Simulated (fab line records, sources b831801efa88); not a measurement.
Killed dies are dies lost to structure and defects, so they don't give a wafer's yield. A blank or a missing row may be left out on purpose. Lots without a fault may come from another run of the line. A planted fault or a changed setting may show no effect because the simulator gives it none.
Problem report in the 8D (eight disciplines) form, filled by code | flow gf180mcu | the parts of the form that need people (team, actions taken, sign-off) are left out

1. THE PROBLEM
M1_ALCU_RS at GF_M1_RS_MEAS_05 reads a mean of 0.0901 ohm/sq on 2 wafers of 2 lots; wafers without a fault read 0.0696 ohm/sq with a standard deviation of 0.00063. That is +33 standard deviations from the usual mean.
The step: measures by four-point-probe.
First seen on wafer L755.5, day 19 22:28, on film_metro-03. The record holds 33 wafers of 11 lots with a number at this step. Rule for "out", or "out of limits": more than 4 standard deviations from the usual mean. The other wafers with a number count as sound.

2. WHAT IT IS AND WHAT IT IS NOT
question                    | is                           | is not
which readings at this step | M1_ALCU_RS                   | -
which lots                  | L755, L758                   | L745, L746, L751, L753, L754, L756, L765, L767, L768
which wafers of those lots  | L755.5, L758.1               | L755.1, L755.2, L758.2, L758.6
read on which gauges        | film_metro-03, film_metro-04 | film_metro-01
when                        | from day 19 22:28            | up to then (17 sound wafers); but 14 sound wafers of L756, L758, L765, L767, L768 came after

3. SUSPECTS, AND WHAT RULES EACH OUT
Counting: a tool at a process step up to the reading stays a suspect if it ran every lot that is out. Sound lots after the first of them don't rule it out here, since some wafers of a struck lot are sound.
- the gauge at GF_M1_RS_MEAS_05: ruled out. The wafers that are out were read on 2 gauges (film_metro-03, film_metro-04).
- pvd_sputter-02 at GF_M1_SPUTTER_02 (material AlCu, target thk 450 nm, time 23.9 s): kept. It ran every lot that is out, first L755 (day 19 22:22); its last sound lot up to then is L754 (day 19 13:59).
Left after counting: pvd_sputter-02 at GF_M1_SPUTTER_02.

4. THE CAUSE (what the simulator had put in)
Process parameter drift: pvd_sputter-02, from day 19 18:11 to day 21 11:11, at GF_M1_SPUTTER_02. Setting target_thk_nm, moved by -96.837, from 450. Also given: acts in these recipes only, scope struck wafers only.
Counting left only this tool.

5. THE CHAIN OF EFFECTS, in route order
Each row: a reading whose mean over the struck wafers that have a number lies more than 3 standard deviations from the usual. Only readings for which the record gives a usual standard deviation are gone through. hours: the time from each lot's start at the first step in this table that gives one to its start at this step, as a median over the lots. sigmas: the change in usual standard deviations.
hours | step                | reading            | usual         | on struck wafers | change  | sigmas
0     | GF_M1_RS_MEAS_05    | M1_ALCU_RS         | 0.0696 ohm/sq | 0.0901           | +0.0205 | +33
0     | GF_M1_THK_MEAS_06   | M1_ALCU_THK        | 440 nm        | 343              | -97     | -21
24    | GF_M1_METAL_ETCH_16 | oes_product_au     | 0.972 a.u.    | 0.881            | -0.091  | -17
24    | GF_M1_METAL_ETCH_16 | throttle_valve_pct | 28.252 %      | 28.352           | +0.100  | +8.3
The process steps in it:
- GF_M1_METAL_ETCH_16: etches the open film in Cl2/BCl3, stops on SiO2, target depth 627.5 nm, time 104.6 s.
Later measuring or inspecting steps at which every struck wafer that the step has a row for has a number for every such reading, and none has moved that far: GF_M1_CD_MEAS_14.

6. WHAT WOULD HAVE CAUGHT IT SOONER
In this record the first reading out of limits at a measuring or inspecting step was taken at day 19 22:28, 4 hours after the fault began at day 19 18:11.
Of the tool readings at GF_M1_SPUTTER_02 for which the record gives a usual standard deviation, none was out on any struck wafer, so an alarm limit of 4 standard deviations on them would not have fired.
Of the lots that are out (2), L758 began GF_M1_SPUTTER_02 on pvd_sputter-02 after day 19 22:28. A hold on the tool at that time would have spared it.
